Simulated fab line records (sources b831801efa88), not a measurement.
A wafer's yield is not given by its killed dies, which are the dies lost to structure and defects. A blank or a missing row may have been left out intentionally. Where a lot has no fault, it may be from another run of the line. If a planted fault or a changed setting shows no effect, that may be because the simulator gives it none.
Matching of chambers -- flow sky130 -- 4 sister chambers for SKY_VIA1_ETCH_15 on rie-diel-03
The step etches SiO2 in C4F8/O2/Ar, stops on TiN, target depth 351 nm, time 54 s. 20 wafers are shown with their chamber, then 10 later ones without.

== WAFERS PAIRED WITH THEIR CHAMBERS ==
wafer,chamber,oes-product-au (a.u.)
L076.2,1,0.982
L076.3,2,0.982
L076.4,0,0.994
L077.1,0,0.983
L077.3,3,0.977
L077.5,2,0.977
L079.1,1,0.970
L079.4,3,0.977
L079.5,3,0.980
L080.1,3,0.977
L080.2,0,0.985
L080.3,1,0.979
L080.4,2,0.987
L080.5,3,0.970
L080.6,0,0.987
L088.1,2,0.968
L088.2,0,0.976
L088.5,2,0.979
L089.1,1,0.988
L089.3,2,0.990

SIGNATURES (averages over the wafers above)
reading,chamber 0,chamber 1,chamber 2,chamber 3,scatter within a chamber
oes-product-au,0.98500,0.97975,0.98050,0.97620,0.00661
Rule: for each reading, subtract the chamber's mean from the wafer's reading, divide by that reading's scatter and square the result; add these up over the readings and take the root, which gives the wafer's distance from the chamber. The wafer belongs to the nearest chamber; if the next one is less than 2 further off, it can't be placed. The scatter: the root of (the sum of the squares of (reading less its chamber's mean) over the shown wafers, divided by (wafers less chambers)).

== WAFERS WITH NO CHAMBER GIVEN ==
wafer,oes-product-au (a.u.)
L089.6,0.988
L091.1,0.971
L091.2,0.982
L091.4,0.978
L092.2,0.985
L092.3,0.986
L092.4,0.983
L095.1,0.982
L095.5,0.985
L095.6,0.979

== THE CHAMBER EACH PASSED THROUGH ==
wafer,from the rows above,in truth
L089.6,can't be placed: 0 or 2 or 1 or 3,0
L091.1,can't be placed: 3 or 1 or 2 or 0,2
L091.2,can't be placed: 2 or 1 or 0 or 3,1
L091.4,can't be placed: 1 or 3 or 2 or 0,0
L092.2,can't be placed: 0 or 2 or 1 or 3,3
L092.3,can't be placed: 0 or 2 or 1 or 3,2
L092.4,can't be placed: 0 or 2 or 1 or 3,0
L095.1,can't be placed: 2 or 1 or 0 or 3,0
L095.5,can't be placed: 0 or 2 or 1 or 3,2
L095.6,can't be placed: 1 or 2 or 3 or 0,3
0 of 10 placed correctly. Not placeable from these rows: 10 (in 10, the candidates include the true chamber). Placed wrongly: 0.
